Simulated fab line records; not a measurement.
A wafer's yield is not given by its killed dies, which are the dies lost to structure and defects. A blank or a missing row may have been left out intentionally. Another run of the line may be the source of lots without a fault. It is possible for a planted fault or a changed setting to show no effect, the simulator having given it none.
The tool behind it: which one? -- flow gf180mcu -- 14 lots with 42 wafers sampled at 4 steps, on a route of 602 steps

## WHAT THE GAUGES READ, wafer by wafer
GF_SALICIDE_THK_MEAS_05: measures by xrf. Usual: SALICIDE_TIN_THK gives 19.86 nm (standard deviation 0.27).
lot,measured,on,SALICIDE_TIN_THK (nm),flag
L903,day 15 06:30,film metro-04,19.81 19.93 19.91,
L904,day 15 13:37,film metro-03,19.62 19.73 19.47,
L905,day 15 20:17,film metro-02,20.04 19.84 19.68,
L906,day 16 12:38,film metro-04,19.94 20.02 19.95,
L907,day 16 22:37,film metro-03,20.18 20.23 19.98,
L908,day 17 01:01,film metro-02,20.40 20.35 20.19,
L909,day 17 11:16,film metro-04,20.20 19.82 20.03,
L911,day 18 01:34,film metro-02,19.77 19.67 19.72,
L923,day 22 08:29,film metro-04,19.29 19.36 18.96,
L924,day 22 13:34,film metro-04,19.71 19.41 19.58,
L925,day 23 00:40,film metro-03,19.97 19.62 20.20,
L926,day 23 09:13,film metro-03,19.95 19.92 19.84,

GF_CONTACT_THK_MEAS_01. Usual: CONTACT_CVD_00_THK gives 299 nm (standard deviation 3.1).
lot,measured,on,CONTACT_CVD_00_THK (nm),flag
L903,day 15 06:53,film metro-01,300 303 301,
L904,day 15 14:01,film metro-01,295 297 299,
L905,day 15 20:41,film metro-02,299 301 301,
L906,day 16 13:02,film metro-04,296 303 300,
L907,day 16 23:01,film metro-01,299 303 299,
L908,day 17 01:26,film metro-04,301 299 302,
L909,day 17 11:40,film metro-04,296 300 298,
L911,day 18 01:58,film metro-02,302 302 301,
L923,day 22 08:53,film metro-02,299 296 298,
L924,day 22 13:58,film metro-04,293 300 300,
L925,day 23 01:03,film metro-01,298 304 298,
L926,day 23 09:37,film metro-04,305 304 298,

## TOOL THAT RAN EACH LOT (tool first, then ch and the chambers of the sampled wafers, then the start)
lot,GF_SAB_STRIP_13,GF_SALICIDE_RTA_08
L903,"plasma asher-04 ch 1, day 15 06:08","rtp anneal-02 ch 0, day 15 06:46"
L904,"plasma asher-04 ch 0,1, day 15 13:14","rtp anneal-01 ch 0, day 15 13:52"
L905,"plasma asher-02 ch 0, day 15 19:56","rtp anneal-02 ch 0, day 15 20:32"
L906,"plasma asher-01 ch 0,1, day 16 12:12","rtp anneal-01 ch 0, day 16 12:53"
L907,"plasma asher-02 ch 0,1, day 16 22:13","rtp anneal-02 ch 0, day 16 22:53"
L908,"plasma asher-04 ch 0,1, day 17 00:37","rtp anneal-02 ch 0, day 17 01:17"
L909,"plasma asher-04 ch 1, day 17 10:53","rtp anneal-02 ch 0, day 17 11:32"
L911,"plasma asher-04 ch 0,1, day 18 01:13","rtp anneal-02 ch 0, day 18 01:50"
L921,"plasma asher-02 ch 0,1, day 22 02:17",-
L922,"plasma asher-04 ch 0,1, day 22 07:41",-
L923,"plasma asher-02 ch 0,1, day 22 08:07","rtp anneal-02 ch 0, day 22 08:45"
L924,"plasma asher-02 ch 0,1, day 22 13:11","rtp anneal-01 ch 0, day 22 13:49"
L925,"plasma asher-02 ch 0,1, day 23 00:17","rtp anneal-02 ch 0, day 23 00:55"
L926,"plasma asher-02 ch 0,1, day 23 08:52","rtp anneal-01 ch 0, day 23 09:29"
- GF_SAB_STRIP_13: strips in O2/N2.
- GF_SALICIDE_RTA_08: time 30 s.

## AS READ BY THE TOOLS THEMSELVES (means over the sampled wafers that have a number; for cases with no such wafer, the mark the record gives instead)
GF_SAB_STRIP_13. Usual: chamber pressure mTorr 1500.1 mTorr, standard deviation 1.3; drypump motor current A 5.6 A, standard deviation 0.61; heater power w 347 W, standard deviation 38; oes product au 0.709 a.u., standard deviation 0.0045; strip time to endpoint s 12.47 s, standard deviation 0.032.
lot,tool,chamber pressure mTorr (mTorr),drypump motor current A (A),heater power w (W),oes product au (a.u.),strip time to endpoint s (s),flag
L903,plasma asher-04,1500.0,5.7,416,0.708,12.48,
L904,plasma asher-04,1499.8,5.0,347,0.709,12.48,
L905,plasma asher-02,1499.4,6.3,324,0.707,12.46,
L906,plasma asher-01,1501.0,5.6,366,0.704,12.49,
L907,plasma asher-02,1500.2,6.1,326,0.712,12.47,
L908,plasma asher-04,1501.5,4.9,346,0.704,12.46,
L909,plasma asher-04,1499.1,5.6,420,0.708,12.48,
L911,plasma asher-04,1501.2,5.3,379,0.709,12.48,
L921,plasma asher-02,-,-,-,-,-,OFF
L922,plasma asher-04,-,-,-,-,-,OFF
L923,plasma asher-02,1500.6,6.1,323,0.710,12.49,
L924,plasma asher-02,1500.5,6.1,331,0.710,12.48,
L925,plasma asher-02,1499.9,6.0,323,0.709,12.50,
L926,plasma asher-02,1500.9,6.2,325,0.709,12.42,

GF_SALICIDE_RTA_08. Usual: anneal temp c max 805.1, standard deviation 1.1; lamp power pct 20.2 %, standard deviation 0.58; wafer_temp_C_max 804.9, standard deviation 2.
lot,tool,anneal temp c max,lamp power pct (%),wafer_temp_C_max,flag
L903,rtp anneal-02,805.5,19.8,806.9,
L904,rtp anneal-01,804.2,21.0,802.7,
L905,rtp anneal-02,805.6,19.8,807.0,
L906,rtp anneal-01,804.7,21.0,803.2,
L907,rtp anneal-02,805.5,19.8,806.0,
L908,rtp anneal-02,806.5,19.8,806.2,
L909,rtp anneal-02,805.9,19.8,806.7,
L911,rtp anneal-02,805.2,19.8,805.2,
L923,rtp anneal-02,806.4,19.8,806.4,
L924,rtp anneal-01,805.2,21.0,802.6,
L925,rtp anneal-02,807.4,19.8,805.2,
L926,rtp anneal-01,803.8,21.0,802.3,

## THE ANSWER, worked out from the rows above alone
Rule: lot off if the mean of its wafers having a number is beyond 3 standard deviations from the usual mean. Also off: a lot with no number at a reading for which 4 or more lots have one. All remaining lots with rows at the step are treated as sound. First the gauges in route order, then the tools' own readings, where a lot's mean is used as printed above. The first step at which some lot is off is used, and at that step the reading that is off furthest; a lot without a number counts as furthest.
Off at GF_SAB_STRIP_13 (chamber pressure mTorr): L921, L922. Without a number there: L921, L922.
A tool fits if, at that step or a process step before it, it ran every lot that is off, and no sound lot after the first of them. Not one of the candidates tried fits.

## WHAT THE SIMULATOR HAD INSERTED
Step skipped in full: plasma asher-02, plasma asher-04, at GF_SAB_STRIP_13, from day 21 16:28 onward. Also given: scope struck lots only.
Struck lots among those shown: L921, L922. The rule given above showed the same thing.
